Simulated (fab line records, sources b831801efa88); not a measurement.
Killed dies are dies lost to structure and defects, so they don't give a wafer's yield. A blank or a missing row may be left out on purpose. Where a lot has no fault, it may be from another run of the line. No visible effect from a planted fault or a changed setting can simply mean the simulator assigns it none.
fab line records    flow sky130
[record] lots = 11  wafers = 33  last_day = 49
route steps=708 shown FIELD_ISO@18 DNWELL@44 NWELL@67 VT_ADJUST_HVTP@94 PAD_OPEN@708
lots untouched by any fault: they come from a run of this same line in which no faults occurred
start_h: the number of hours between the record's first day and the start of the first shown wafer of the lot    wait_h: hours elapsed since this lot's preceding step    " unchanged from the row above    L1.1+2: one row covering several wafers at once    - either no value or no given start    * or withheld: withheld    < > ~ a bound
route shown NAME@n: a module of which the file shows steps, and the number in the route of the first    usual: average and standard deviation across the fault-free wafers    same: alike in all rows    chamber/n: place in a boat    sites: each site's reading    _std_site: their standard deviation    _edge_site: the outer-site mean with the inner-site mean subtracted    radius_mm: for every site, how far away it sits from the centre of the wafer    mask NAME#n: copy n    behind: the tool/chamber that last shaped the wafer    hold: why the lot was held/for how many hours/how that ended    device: the n, p or np transistor that did not switch    end of line: the same wafers' tests at the end of the route    for a step that has no rows: nothing shown but its recipe    killed: the dies lost at the first sort to structure and to defects; this is not the yield of the wafer    map: a wafer's dies, x killed, . not, _ none there
set.NAME: the setting that was run; set.NAME@STEP: the one run at that earlier step    model.NAME: the simulator's own value behind a step, which no gauge read
a sample of lots followed through the steps of the route, with each step as a table and each wafer as a row
services: a tool's chamber out of use, with start hour (start_h, from the record's first day; less than 0 if before it), hours out, and reason
[[steps]]
[step SKY_FIELD_ISO_ETCH_17]
[recipe] target_depth_a = 3420  mask_material = Si3N4  chemistry = HBr/Cl2/O2  target = Si  taper_deg = 5  icp_w = 600  bias_w = 150  pressure_mtorr = 15  HBr_flow_sccm = 150  Cl2_flow_sccm = 40  O2_flow_sccm = 6  time_s = 97.7
[usual] chamber_pressure_mTorr = 15.001/0.013  drypump_motor_current_A = 5.4/0.41  oes_product_au = 1.004/0.0084  throttle_valve_pct = 25.653/0.01
lot.wafer  tool       chamber  start_h  wait_h  chamber_pressure_mTorr  drypump_motor_current_A  oes_product_au  rf_hours_counter_h  throttle_valve_pct
L757.2     rie_si-01  0        28.72    0.1     15.007                  5.3                      1.007           44                  25.625
L757.4     "          1        "        "       15.013                  5.5                      1.002           23                  25.667
L757.5     "          3        "        "       15.011                  6.0                      1.012           -                   25.663
L758.1     rie_si-02  3        33.88    0.1     15.024                  5.2                      1.005           138                 25.643
L758.3     "          2        "        "       14.998                  6.0                      1.004           72                  25.667
L758.6     "          3        "        "       15.020                  5.2                      0.995           -                   25.661
L759.1     rie_si-01  3        39.68    0.1     14.990                  6.0                      1.006           66                  25.660
L759.3     "          1        "        "       14.992                  5.5                      1.010           23                  25.661
L759.6     "          3        "        "       15.018                  6.0                      1.002           -                   25.670
L760.1     rie_si-01  3        43.96    0.1     14.995                  6.0                      1.006           66                  25.653
L760.5     "          0        "        "       15.030                  5.3                      1.014           -                   25.642
L760.6     "          3        "        "       15.002                  6.0                      1.001           -                   25.656
L763.1     rie_si-01  2        62.22    0.1     15.002                  5.0                      0.997           119                 25.662
L763.4     "          3        "        "       15.011                  6.0                      1.010           66                  25.637
L763.5     "          0        "        "       14.988                  5.3                      1.009           -                   25.639
L764.1     rie_si-01  1        65.52    0.1     15.003                  5.5                      1.015           23                  25.635
L764.2     "          2        "        "       14.984                  5.0                      0.996           119                 25.649
L764.3     "          0        "        "       14.987                  5.3                      1.006           44                  25.643
L770.2     rie_si-02  3        95.66    0.1     15.000                  5.2                      0.997           138                 25.660
L770.3     "          0        "        "       14.977                  5.1                      0.991           48                  25.678
L770.5     "          2        "        "       15.005                  6.0                      0.988           -                   25.655
L771.2     rie_si-01  0        101.57   0.1     15.011                  5.3                      1.015           45                  25.657
L771.4     "          2        "        "       14.999                  5.1                      0.998           120                 25.647
L771.5     "          3        "        "       14.985                  6.0                      1.014           -                   25.646
L776.2     rie_si-01  1        129.53   0.1     14.990                  5.5                      1.002           24                  25.635
L776.3     "          3        "        "       15.000                  6.0                      1.005           67                  25.652
L776.5     "          0        "        "       15.023                  5.3                      1.008           -                   25.634
L777.1     rie_si-02  1        133.93   0.1     15.030                  4.8                      1.002           103                 25.661
L777.2     "          0        "        "       15.008                  5.1                      0.995           49                  25.651
L777.6     "          2        "        "       15.027                  6.0                      0.992           -                   25.672
L778.1     rie_si-01  1        137.61   0.1     14.999                  5.4                      1.003           24                  25.660
L778.2     "          2        "        "       15.016                  5.0                      0.997           120                 25.660
L778.3     "          3        "        "       14.998                  6.0                      1.015           67                  25.641
[step SKY_DNWELL_TW_MEAS_09]
[usual] DNWELL_TW = 1118/6.4
lot.wafer  tool           chamber  start_h  wait_h  DNWELL_TW
L757.2     film_metro-02  -        50.91    0.1     1123
L757.4     "              -        "        "       1127
L757.5     "              -        "        "       1125
L758.1     film_metro-03  -        60.86    0.1     1112
L758.3     "              -        "        "       1117
L758.6     "              -        "        "       1113
L759.1     film_metro-02  -        64.61    0.1     1130
L759.3     "              -        "        "       1123
L759.6     "              -        "        "       1120
L760.1     film_metro-03  -        66.10    0.1     1121
L760.5     "              -        "        "       1108
L760.6     "              -        "        "       1121
L763.1     film_metro-03  -        86.80    0.1     1105
L763.4     "              -        "        "       1114
L763.5     "              -        "        "       1109
L764.1     film_metro-03  -        90.36    0.1     1115
L764.2     "              -        "        "       1117
L764.3     "              -        "        "       1115
L770.2     film_metro-03  -        121.60   0.1     1106
L770.3     "              -        "        "       1112
L770.5     "              -        "        "       1111
L771.2     film_metro-01  -        131.51   0.1     1111
L771.4     "              -        "        "       1107
L771.5     "              -        "        "       1117
L776.2     film_metro-03  -        154.92   0.1     1110
L776.3     "              -        "        "       1115
L776.5     "              -        "        "       1114
L777.1     film_metro-03  -        161.09   0.1     1118
L777.2     "              -        "        "       1118
L777.6     "              -        "        "       1120
L778.1     film_metro-03  -        163.80   0.1     1108
L778.2     "              -        "        "       1111
L778.3     "              -        "        "       1111
[step SKY_NWELL_STRIP_14]
[recipe] chemistry = O2/N2  power_w = 1400  pressure_mtorr = 1500  platen_temp_c = withheld  o2_flow_sccm = 3000  n2_flow_sccm = 300  overash_fraction = 0.5
[usual] chamber_pressure_mTorr = 1500.0/1.4  drypump_motor_current_A = 5.8/0.52  oes_product_au = 0.722/0.0046  strip_time_to_endpoint_s = 36.93/0.11
lot.wafer  tool             chamber  start_h  wait_h  chamber_pressure_mTorr  drypump_motor_current_A  oes_product_au  rf_hours_counter_h  strip_time_to_endpoint_s
L757.2     plasma_asher-01  1        83.34    0.1     1501.4                  6.5                      0.718           40                  36.91
L757.4     "                1        "        "       1498.5                  6.5                      0.726           -                   36.99
L757.5     "                0        "        "       1500.0                  5.7                      0.718           -                   36.93
L758.1     plasma_asher-04  0        93.97    0.1     1497.9                  6.3                      0.727           27                  36.87
L758.3     "                1        "        "       1498.3                  5.2                      0.727           -                   37.00
L758.6     "                0        "        "       1499.2                  6.3                      0.728           -                   37.00
L759.1     plasma_asher-01  1        98.02    0.1     1500.2                  6.6                      0.719           41                  36.75
L759.3     "                0        "        "       1500.1                  5.7                      0.718           -                   36.85
L759.6     "                1        "        "       1501.3                  6.5                      0.723           -                   36.88
L760.1     plasma_asher-01  0        100.28   0.1     1499.4                  5.7                      0.712           42                  37.07
L760.5     "                1        "        "       1499.3                  6.5                      0.723           -                   37.05
L760.6     "                0        "        "       1499.9                  5.7                      0.718           -                   37.00
L763.1     plasma_asher-01  1        122.27   0.1     1501.2                  6.5                      0.714           0                   36.90
L763.4     "                1        "        "       1498.1                  6.5                      0.723           -                   36.96
L763.5     "                1        "        "       1502.7                  6.5                      0.717           -                   36.89
L764.1     plasma_asher-02  1        126.07   0.1     1497.9                  5.5                      0.721           44                  36.84
L764.2     "                0        "        "       1498.1                  5.2                      0.722           44                  36.82
L764.3     "                1        "        "       1501.5                  5.5                      0.721           -                   36.86
L770.2     plasma_asher-01  0        158.98   0.1     1500.9                  5.7                      0.724           4                   36.80
L770.3     "                1        "        "       1500.4                  6.5                      0.720           -                   36.89
L770.5     "                1        "        "       1499.7                  6.6                      0.721           -                   36.92
L771.2     plasma_asher-01  1        170.48   0.1     1501.1                  6.5                      0.723           6                   36.95
L771.4     "                0        "        "       1501.9                  5.7                      0.719           -                   36.98
L771.5     "                1        "        "       1499.7                  6.5                      0.716           -                   36.95
L776.2     plasma_asher-04  1        196.82   0.1     1501.3                  5.2                      0.719           39                  36.84
L776.3     "                0        "        "       1499.1                  6.3                      0.722           -                   36.83
L776.5     "                0        "        "       1496.8                  6.3                      0.723           -                   36.92
L777.1     plasma_asher-02  0        203.58   0.1     1499.7                  5.2                      0.725           47                  36.95
L777.2     "                1        "        "       1498.5                  5.5                      0.723           47                  36.97
L777.6     "                0        "        "       1500.8                  5.2                      0.727           -                   37.01
L778.1     plasma_asher-02  1        205.58   0.1     1498.6                  5.5                      0.722           48                  37.18
L778.2     "                0        "        "       1502.2                  5.2                      0.725           48                  37.17
L778.3     "                1        "        "       1499.4                  5.5                      0.733           -                   37.14
[step SKY_VT_ADJUST_HVTP_IMPLANT_09]
[recipe] species = As  energy_kev = 150  dose_cm2 = 4.3e+12  tilt_deg = withheld
[usual] beam_energy_keV = 149.99/0.047  beam_on_s = 9.99/0.21
[same] implant_ion_amu = 75
lot.wafer  tool          chamber  start_h  wait_h  beam_energy_keV  beam_on_s
L757.2     implanter-01  0        119.09   0.0     149.93           9.99
L757.4     "             0        "        "       149.98           10.17
L757.5     "             0        "        "       149.95           9.85
L758.1     implanter-01  0        129.36   0.0     149.94           9.71
L758.3     "             0        "        "       149.88           9.92
L758.6     "             0        "        "       149.90           10.08
L759.1     implanter-04  0        134.78   0.0     150.01           9.86
L759.3     "             0        "        "       149.96           10.04
L759.6     "             0        "        "       150.01           9.73
L760.1     implanter-01  0        136.17   0.0     150.01           9.67
L760.5     "             0        "        "       150.04           10.27
L760.6     "             0        "        "       150.02           9.63
L763.1     implanter-01  0        161.16   0.0     150.00           10.24
L763.4     "             0        "        "       150.12           9.99
L763.5     "             0        "        "       149.95           10.17
L764.1     implanter-01  0        164.77   0.0     150.03           9.99
L764.2     "             0        "        "       150.05           9.99
L764.3     "             0        "        "       150.02           10.25
L770.2     implanter-01  0        201.97   0.0     141.50           9.54
L770.3     "             0        "        "       141.47           10.04
L770.5     "             0        "        "       141.44           10.01
L771.2     implanter-01  0        214.17   0.0     141.51           10.18
L771.4     "             0        "        "       141.57           10.10
L771.5     "             0        "        "       141.51           9.85
L776.2     implanter-04  0        241.59   0.0     149.94           9.89
L776.3     "             0        "        "       149.98           10.16
L776.5     "             0        "        "       149.97           10.11
L777.1     implanter-03  0        249.36   0.0     150.00           10.07
L777.2     "             0        "        "       150.02           10.10
L777.6     "             0        "        "       149.98           10.06
L778.1     implanter-03  0        250.01   0.0     149.99           9.81
L778.2     "             0        "        "       149.96           10.00
L778.3     "             0        "        "       149.94           10.02
[step SKY_VT_ADJUST_HVTP_TW_MEAS_11]
[usual] VT_ADJUST_HVTP_TW = 1366/7.6
lot.wafer  tool           chamber  start_h  wait_h  VT_ADJUST_HVTP_TW
L757.2     film_metro-04  -        119.33   0.1     1391
L757.4     "              -        "        "       1393
L757.5     "              -        "        "       1389
L758.1     film_metro-02  -        129.61   0.1     1362
L758.3     "              -        "        "       1366
L758.6     "              -        "        "       1366
L759.1     film_metro-02  -        135.03   0.1     1360
L759.3     "              -        "        "       1365
L759.6     "              -        "        "       1362
L760.1     film_metro-04  -        136.42   0.1     1381
L760.5     "              -        "        "       1369
L760.6     "              -        "        "       1379
L763.1     film_metro-01  -        161.41   0.1     1367
L763.4     "              -        "        "       1357
L763.5     "              -        "        "       1358
L764.1     film_metro-01  -        165.02   0.1     1364
L764.2     "              -        "        "       1366
L764.3     "              -        "        "       1365
L770.2     film_metro-04  -        202.20   0.1     1344
L770.3     "              -        "        "       1343
L770.5     "              -        "        "       1343
L771.2     film_metro-04  -        214.40   0.1     1343
L771.4     "              -        "        "       1340
L771.5     "              -        "        "       1340
L776.2     film_metro-04  -        241.83   0.1     1361
L776.3     "              -        "        "       1365
L776.5     "              -        "        "       1373
L777.1     film_metro-04  -        249.61   0.1     1377
L777.2     "              -        "        "       1364
L777.6     "              -        "        "       1369
L778.1     film_metro-02  -        250.26   0.1     1357
L778.2     "              -        "        "       1361
L778.3     "              -        "        "       1363
[step SKY_PAD_OPEN_PROBE_99]
[usual] killed_at_M0_to_M3 = 44/6.4  killed_at_M4_up = 3.4/2.1  killed_at_contacts = 23/5  killed_at_front_end = 15/4.5  killed_at_other = 0.3/0.54  killed_dies = 86/9.5  killed_open = 48/6.9  killed_short = 38/5.9
[same] gross_dies = 492  killed_at_back_side = 0
lot.wafer  tool       chamber  start_h  wait_h  killed_at_M0_to_M3  killed_at_M4_up  killed_at_contacts  killed_at_front_end  killed_at_other  killed_dies  killed_open  killed_short
L757.2     prober-01  -        1069.06  0.1     48                  1                21                  22                   0                92           54           38
L757.4     prober-01  -        1069.16  0.2     48                  6                24                  16                   0                94           53           39
L757.5     prober-01  -        1069.21  0.2     44                  2                20                  17                   0                83           48           35
L758.1     prober-02  -        1078.48  0.1     39                  1                17                  23                   0                80           40           40
L758.3     prober-02  -        1078.58  0.2     49                  5                29                  14                   0                97           54           43
L758.6     prober-02  -        1078.73  0.2     43                  9                25                  9                    1                87           45           42
L760.1     prober-01  -        1083.81  0.1     46                  1                14                  16                   0                77           43           33
L760.5     prober-01  -        1084.01  0.2     44                  1                20                  11                   0                76           40           35
L760.6     prober-01  -        1084.06  0.2     32                  4                24                  10                   0                70           38           31
L759.1     prober-02  -        1084.11  0.1     45                  6                27                  12                   0                90           49           41
L759.3     prober-02  -        1084.21  0.2     39                  3                21                  20                   1                84           44           40
L759.6     prober-02  -        1084.36  0.2     44                  3                30                  12                   0                89           46           43
L763.1     prober-02  -        1115.89  0.1     57                  3                18                  20                   1                99           47           52
L763.4     prober-02  -        1116.04  0.2     44                  5                22                  12                   0                83           45           38
L763.5     prober-02  -        1116.09  0.2     56                  4                29                  16                   1                106          50           56
L764.1     prober-01  -        1119.45  0.1     42                  6                24                  10                   0                82           40           42
L764.2     prober-01  -        1119.50  0.1     37                  3                23                  16                   0                79           49           28
L764.3     prober-01  -        1119.55  0.2     42                  1                28                  15                   1                87           49           38
L770.2     prober-02  -        1147.63  0.1     47                  5                23                  7                    0                82           52           30
L770.3     prober-02  -        1147.68  0.2     50                  4                24                  26                   0                104          59           44
L770.5     prober-02  -        1147.78  0.2     51                  6                28                  14                   0                99           59           38
L771.2     prober-02  -        1163.75  0.1     48                  3                25                  20                   1                97           62           33
L771.4     prober-02  -        1163.85  0.2     28                  3                34                  17                   0                82           53           29
L771.5     prober-02  -        1163.90  0.2     46                  4                23                  22                   0                95           53           41
L776.2     prober-02  -        1178.88  0.1     54                  3                17                  5                    1                80           40           40
L776.3     prober-02  -        1178.93  0.2     45                  5                28                  15                   1                94           59           34
L776.5     prober-02  -        1179.03  0.2     37                  3                21                  18                   0                79           38           41
L777.1     prober-01  -        1182.29  0.1     43                  3                26                  12                   0                84           44           40
L777.2     prober-01  -        1182.34  0.1     40                  5                35                  16                   1                97           59           38
L777.6     prober-01  -        1182.54  0.2     35                  3                25                  18                   0                81           49           32
L778.1     prober-02  -        1184.50  0.1     46                  7                35                  10                   0                98           47           51
L778.2     prober-02  -        1184.55  0.1     47                  1                38                  17                   0                103          59           44
L778.3     prober-02  -        1184.60  0.2     43                  0                32                  16                   1                92           52           39
// killed by level:class
L757.2 VIA1:geometric_particle:open=10 FIELD_ISO:geometric_particle:short=8 FIELD_ISO:geometric_particle:open=8 LI_CONTACT:geometric_particle:open=8 LOCAL_INTERCONNECT:geometric_particle:short=7 VIA2:geometric_particle:open=7 VIA3:geometric_particle:open=7 VIA3:geometric_particle:short=6
L757.4 VIA2:geometric_particle:open=12 CONTACT:geometric_particle:open=9 METAL1:geometric_particle:short=6 VIA1:geometric_particle:open=6 VIA3:geometric_particle:open=6 LI_CONTACT:geometric_particle:open=5 LOCAL_INTERCONNECT:geometric_particle:short=5 POLY_GATE:geometric_particle:open=4
L757.5 CONTACT:geometric_particle:open=10 VIA1:geometric_particle:open=7 METAL1:geometric_particle:short=6 VIA2:geometric_particle:open=6 LI_CONTACT:geometric_particle:open=5 VIA1:geometric_particle:short=5 VIA3:geometric_particle:open=5 POLY_GATE:geometric_particle:short=4
L758.1 VIA1:geometric_particle:open=8 VIA3:geometric_particle:short=7 POLY_GATE:geometric_particle:open=6 LI_CONTACT:geometric_particle:open=6 CONTACT:geometric_particle:open=6 VIA3:geometric_particle:open=6 METAL2:geometric_particle:short=5 FIELD_ISO:geometric_particle:short=4
L758.3 CONTACT:geometric_particle:open=10 VIA1:geometric_particle:open=9 VIA2:geometric_particle:open=8 LI_CONTACT:geometric_particle:open=6 CONTACT:geometric_particle:short=6 VIA1:geometric_particle:short=6 METAL2:geometric_particle:short=6 POLY_GATE:geometric_particle:open=5
L758.6 VIA1:geometric_particle:open=13 METAL4:geometric_particle:short=9 VIA3:geometric_particle:open=8 LI_CONTACT:geometric_particle:open=6 CONTACT:geometric_particle:open=6 POLY_GATE:geometric_particle:short=5 LI_CONTACT:geometric_particle:short=5 VIA3:geometric_particle:short=5
L760.1 VIA1:geometric_particle:open=11 CONTACT:geometric_particle:open=8 FIELD_ISO:geometric_particle:open=7 METAL1:geometric_particle:short=7 METAL2:geometric_particle:short=7 VIA1:geometric_particle:short=5 VIA3:geometric_particle:open=4 VIA2:geometric_particle:open=4
L760.5 VIA1:geometric_particle:open=12 LOCAL_INTERCONNECT:geometric_particle:short=8 METAL3:geometric_particle:short=5 VIA3:geometric_particle:open=5 METAL1:geometric_particle:short=4 FIELD_ISO:geometric_particle:open=3 LI_CONTACT:geometric_particle:open=3 LOCAL_INTERCONNECT:geometric_particle:open=3
L760.6 CONTACT:geometric_particle:open=9 VIA1:geometric_particle:open=9 LI_CONTACT:geometric_particle:open=6 METAL2:geometric_particle:short=6 METAL1:geometric_particle:short=5 LOCAL_INTERCONNECT:geometric_particle:short=4 VIA3:geometric_particle:open=4 LOCAL_INTERCONNECT:geometric_particle:open=3
L759.1 VIA1:geometric_particle:open=10 VIA3:geometric_particle:open=9 LI_CONTACT:geometric_particle:open=8 VIA2:geometric_particle:open=7 FIELD_ISO:geometric_particle:open=6 METAL4:geometric_particle:short=6 CONTACT:geometric_particle:open=5 CONTACT:geometric_particle:short=5
L759.3 VIA1:geometric_particle:open=10 VIA2:geometric_particle:open=9 CONTACT:geometric_particle:open=6 METAL2:geometric_particle:short=6 FIELD_ISO:geometric_particle:short=5 POLY_GATE:geometric_particle:short=5 CONTACT:geometric_particle:short=5 LI_CONTACT:geometric_particle:open=4
L759.6 VIA1:geometric_particle:open=12 LI_CONTACT:geometric_particle:open=10 CONTACT:geometric_particle:open=8 VIA2:geometric_particle:open=6 VIA1:geometric_particle:short=5 FIELD_ISO:geometric_particle:short=4 LI_CONTACT:geometric_particle:short=4 LOCAL_INTERCONNECT:geometric_particle:short=4
L763.1 CONTACT:geometric_particle:open=9 VIA1:geometric_particle:open=8 VIA3:geometric_particle:open=8 VIA1:geometric_particle:short=7 VIA2:geometric_particle:open=7 METAL2:geometric_particle:short=7 FIELD_ISO:geometric_particle:short=6 METAL1:geometric_particle:short=6
L763.4 VIA1:geometric_particle:open=14 CONTACT:geometric_particle:open=8 METAL2:geometric_particle:short=7 VIA3:geometric_particle:open=6 VIA1:geometric_particle:short=6 LI_CONTACT:geometric_particle:open=5 CONTACT:geometric_particle:short=5 FIELD_ISO:geometric_particle:open=4
L763.5 LI_CONTACT:geometric_particle:open=9 METAL2:geometric_particle:short=9 VIA2:geometric_particle:open=9 VIA1:geometric_particle:open=8 POLY_GATE:geometric_particle:short=7 METAL1:geometric_particle:short=7 CONTACT:geometric_particle:short=7 METAL2:geometric_particle:open=6
L764.1 VIA1:geometric_particle:open=14 LI_CONTACT:geometric_particle:open=7 CONTACT:geometric_particle:open=6 METAL4:geometric_particle:short=6 LOCAL_INTERCONNECT:geometric_particle:short=5 CONTACT:geometric_particle:short=5 FIELD_ISO:geometric_particle:open=4 METAL2:geometric_particle:short=4
L764.2 CONTACT:geometric_particle:open=12 VIA1:geometric_particle:open=10 VIA2:geometric_particle:open=9 POLY_GATE:geometric_particle:short=4 POLY_GATE:geometric_particle:open=4 CONTACT:geometric_particle:short=4 VIA1:geometric_particle:short=4 FIELD_ISO:geometric_particle:open=3
L764.3 CONTACT:geometric_particle:open=11 VIA3:geometric_particle:open=10 VIA2:geometric_particle:open=7 FIELD_ISO:geometric_particle:open=6 METAL1:geometric_particle:short=6 VIA1:geometric_particle:open=6 LI_CONTACT:geometric_particle:open=5 LOCAL_INTERCONNECT:geometric_particle:short=5
L770.2 VIA1:geometric_particle:open=16 CONTACT:geometric_particle:open=8 LI_CONTACT:geometric_particle:open=6 VIA2:geometric_particle:open=6 VIA1:geometric_particle:short=5 VIA3:geometric_particle:open=5 FIELD_ISO:geometric_particle:open=4 LI_CONTACT:geometric_particle:short=3
L770.3 VIA1:geometric_particle:open=16 CONTACT:geometric_particle:open=12 FIELD_ISO:geometric_particle:short=9 CONTACT:geometric_particle:short=8 VIA1:geometric_particle:short=7 VIA3:geometric_particle:open=7 POLY_GATE:geometric_particle:short=6 VIA2:geometric_particle:open=5
L770.5 CONTACT:geometric_particle:open=15 VIA1:geometric_particle:open=15 VIA2:geometric_particle:open=10 METAL2:geometric_particle:short=6 METAL4:geometric_particle:short=5 METAL1:geometric_particle:short=4 LI_CONTACT:geometric_particle:open=3 LOCAL_INTERCONNECT:geometric_particle:short=3
L771.2 CONTACT:geometric_particle:open=18 VIA2:geometric_particle:open=12 VIA1:geometric_particle:open=11 FIELD_ISO:geometric_particle:short=6 VIA3:geometric_particle:open=6 FIELD_ISO:geometric_particle:open=5 POLY_GATE:geometric_particle:short=5 VIA1:geometric_particle:short=5
L771.4 CONTACT:geometric_particle:open=12 FIELD_ISO:geometric_particle:open=9 VIA1:geometric_particle:open=9 LI_CONTACT:geometric_particle:open=8 CONTACT:geometric_particle:short=5 VIA2:geometric_particle:open=5 FIELD_ISO:geometric_particle:short=4 METAL2:geometric_particle:short=4
L771.5 VIA1:geometric_particle:short=10 VIA1:geometric_particle:open=9 CONTACT:geometric_particle:open=9 VIA2:geometric_particle:open=8 LI_CONTACT:geometric_particle:open=7 METAL1:geometric_particle:short=6 FIELD_ISO:geometric_particle:open=5 POLY_GATE:geometric_particle:short=5
L776.2 METAL2:geometric_particle:short=12 VIA1:geometric_particle:open=8 VIA3:geometric_particle:open=8 VIA1:geometric_particle:short=6 VIA2:geometric_particle:short=5 CONTACT:geometric_particle:open=5 METAL1:geometric_particle:short=5 LI_CONTACT:geometric_particle:open=4
L776.3 VIA1:geometric_particle:open=12 CONTACT:geometric_particle:open=11 VIA2:geometric_particle:open=11 LI_CONTACT:geometric_particle:open=8 METAL2:geometric_particle:short=5 METAL4:geometric_particle:short=5 FIELD_ISO:geometric_particle:open=4 CONTACT:geometric_particle:short=4
L776.5 LOCAL_INTERCONNECT:geometric_particle:short=6 VIA1:geometric_particle:open=6 VIA2:geometric_particle:open=6 VIA3:geometric_particle:open=6 LI_CONTACT:geometric_particle:open=5 METAL2:geometric_particle:short=5 CONTACT:geometric_particle:open=5 POLY_GATE:geometric_particle:open=4
L777.1 VIA1:geometric_particle:open=11 CONTACT:geometric_particle:open=10 LI_CONTACT:geometric_particle:open=7 METAL2:geometric_particle:short=7 VIA3:geometric_particle:open=6 FIELD_ISO:geometric_particle:short=5 CONTACT:geometric_particle:short=4 METAL1:geometric_particle:short=4
L777.2 CONTACT:geometric_particle:open=11 VIA2:geometric_particle:open=9 LI_CONTACT:geometric_particle:open=8 VIA1:geometric_particle:open=8 METAL2:geometric_particle:short=7 POLY_GATE:geometric_particle:short=6 LOCAL_INTERCONNECT:geometric_particle:open=6 VIA3:geometric_particle:open=5
L777.6 LI_CONTACT:geometric_particle:open=9 VIA1:geometric_particle:open=7 VIA2:geometric_particle:open=7 VIA3:geometric_particle:open=6 CONTACT:geometric_particle:short=6 CONTACT:geometric_particle:open=6 FIELD_ISO:geometric_particle:short=5 POLY_GATE:geometric_particle:open=4
L778.1 CONTACT:geometric_particle:open=15 LI_CONTACT:geometric_particle:open=7 VIA2:geometric_particle:open=7 CONTACT:geometric_particle:short=6 METAL1:geometric_particle:short=6 VIA1:geometric_particle:open=6 METAL2:geometric_particle:short=6 METAL4:geometric_particle:short=5
L778.2 CONTACT:geometric_particle:open=19 VIA2:geometric_particle:open=8 LI_CONTACT:geometric_particle:open=7 FIELD_ISO:geometric_particle:short=6 LI_CONTACT:geometric_particle:short=6 VIA1:geometric_particle:open=6 CONTACT:geometric_particle:short=5 VIA3:geometric_particle:open=5
L778.3 CONTACT:geometric_particle:open=13 LI_CONTACT:geometric_particle:open=9 VIA1:geometric_particle:open=8 METAL2:geometric_particle:short=7 CONTACT:geometric_particle:short=6 VIA1:geometric_particle:short=6 FIELD_ISO:geometric_particle:short=5 VIA3:geometric_particle:open=5
[[services]]
tool             chamber  start_h  hours  kind
rie_si-02        1        7.64     7.1    repair
implanter-01     -        9.82     4.0    repair
rie_si-01        2        18.14    7.0    repair
implanter-03     -        29.47    5.7    repair
rie_si-02        -        40.14    28.1   pm
implanter-04     -        45.32    1.9    repair
plasma_asher-04  -        49.80    4.0    pm
rie_si-01        -        68.29    0.2    repair
rie_si-02        1        81.88    9.1    repair
plasma_asher-01  -        108.75   9.0    pm
rie_si-02        3        114.17   8.1    repair
plasma_asher-02  -        126.81   15.6   pm
implanter-04     -        149.88   2.0    repair
plasma_asher-02  -        157.61   2.8    pm
rie_si-01        -        158.65   0.3    repair
rie_si-02        3        159.19   8.6    repair
plasma_asher-02  -        160.36   28.1   pm
rie_si-01        -        175.52   28.1   pm
rie_si-02        -        176.27   0.6    repair
implanter-04     -        198.79   11.5   repair
rie_si-01        2        210.68   5.9    repair
rie_si-01        1        211.59   2.3    repair
plasma_asher-02  -        213.69   0.7    repair
rie_si-01        2        246.99   10.6   repair
[[key]]
[first_sign] step = SKY_VT_ADJUST_HVTP_IMPLANT_09  reading = beam_energy_keV  direction = down  sigmas = 99+  usual = *  struck = *
[effect] step = SKY_VT_ADJUST_HVTP_TW_MEAS_11  reading = VT_ADJUST_HVTP_TW  direction = down  sigmas = 3.1  usual = 1366  struck = 1342
met_at SKY_VT_ADJUST_HVTP_IMPLANT_09
struck_lots L770,L771
tester_left_out L770,L771
not_acting_at SKY_FIELD_ISO_ETCH_17,SKY_DNWELL_TW_MEAS_09,SKY_NWELL_STRIP_14
onset_between 164.77 201.97
[fault] kind = process_parameter_drift  tool = implanter-01  chamber = -  onset_h = 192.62  steps = SKY_VT_ADJUST_HVTP_IMPLANT_09  channel = energy_kev  offset = *  shape = step  end_h = 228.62  acts_in = *  stated = *
// tester_left_out: of these lots the tester's yield and bins aren't shown, on N5 and GAA mostly nor the transistor test; their killed dies are dies lost to structure and defects alone, not to doping, threshold or leakage, so they don't give the yield
